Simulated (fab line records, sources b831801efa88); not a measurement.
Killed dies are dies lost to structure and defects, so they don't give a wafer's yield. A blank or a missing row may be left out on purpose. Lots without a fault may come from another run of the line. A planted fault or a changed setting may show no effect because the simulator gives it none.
A struck lot beside a sound one | flow gf180mcu | 13 steps out of a route of 602
Sound: wafers L176.3, L176.4, L176.6. Struck: wafers L186.2, L186.3, L186.4. The cause comes at the end.
At each step with rows: each side's tool, then ch and its chambers, then its first start. Under that, the readings that differ: sound wafers | struck wafers | difference of the means | sigmas: that difference in standard deviations of wafers without a fault.
alike: readings whose means differ by less than 2 such deviations, and words and numbers that are the same on both sides. not compared: withheld readings, readings that some wafer has no value for, bounds like >300 that may hide the same value, and numbers for which the record gives no deviation and whose values overlap.
The two part at a step that has a row with sigmas, a row that says differs or no value, or rows on one side only. Numbers that don't overlap but have no deviation are shown without sigmas and don't part them. A reading that every wafer of one side lacks parts them only if that side has two wafers or more.

GF_V1_CD_MEAS_14: target cd 260 nm.
  sound on cd_sem-02, day 20 14:07; struck on cd_sem-01, day 24 00:23
  alike: cd_nm
GF_V1_OVL_MEAS_15:
  sound on overlay-01, day 20 14:13; struck on overlay-01, day 24 00:29
  alike: V1_OVL
GF_V1_ETCH_16: etches BARC in N2/H2.
  sound on rie_diel-01 ch 0,1,2, day 20 14:14; struck on rie_diel-03 ch 0,2,3, day 24 00:31
  alike: chamber_pressure_mTorr, drypump_motor_current_A, n2_flow_sccm, oes_product_au, throttle_valve_pct
GF_V1_ETCH_17: etches SiO2 in C4F8/O2/Ar, stops on TiN, target depth 630 nm.
  sound on rie_diel-01 ch 0,1,2; struck on rie_diel-03 ch 0,2,3
  alike: chamber_pressure_mTorr, oes_product_au
GF_V1_STRIP_18: strips in O2/N2.
  sound on plasma_asher-02 ch 0,1, day 20 14:23; struck on plasma_asher-02 ch 0,1, day 24 00:38
  alike: chamber_pressure_mTorr, drypump_motor_current_A, heater_power_w, n2_flow_sccm, oes_product_au
  not compared: rf_hours_counter_h
then, 3 steps without rows for these wafers: GF_V1_STRIP_19 (strips in post etch residue remover, time 1200 s); GF_V1_CLEAN_20 (cleans in DIW); GF_V1_SPUTTER_21 (material Ti, target thk 15 nm, time 80.02 s).
GF_V1_SPUTTER_22: material TiN, target thk 10 nm, time 40 s.
  sound on pvd_sputter-03, day 20 14:57; struck on pvd_sputter-02, day 24 01:14
  alike: throttle_valve_pct
GF_V1_CVD_23: deposits W, target thk 350 nm, time 105.05 s.
  sound on cvd_w-02 ch 0,1, day 20 15:02; struck on cvd_w-02 ch 0,1, day 24 01:16
  alike: heater_power_w
GF_V1_RS_MEAS_24: measures by four-point-probe.
  sound on film_metro-04, day 20 15:08; struck on film_metro-02, day 24 01:25
  alike: V1_W_RS
GF_V1_THK_MEAS_25: measures by xrf.
  sound on film_metro-04, day 20 15:14; struck on film_metro-02, day 24 01:31
  alike: V1_W_THK
GF_V1_CMP_26: polishes, stops on SiO2, t overpolish 15 s, target thk 0 nm.
  sound on cmp-02 ch 1,2,3, day 20 15:17; struck on cmp-02 ch 0,1,3, day 24 01:37
  reading                | sound                | struck            | difference | sigmas
  overpolish_run_s (s)   | 14.999 15.003 15.001 | 0.039 0.037 0.036 | -14.964    | -99 or more
  time_to_endpoint_s (s) | 89.0 81.3 82.9       | 129.3 130.7 129.1 | +45.3      | +15
  alike: motor_current_A, retaining_ring_pressure_frac

WHERE THEY PART
Only at GF_V1_CMP_26, within this record.

WHY: what the simulator had put in
Process parameter drift: cmp-02, from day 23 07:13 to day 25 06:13, at GF_V1_CMP_26. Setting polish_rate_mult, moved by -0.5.
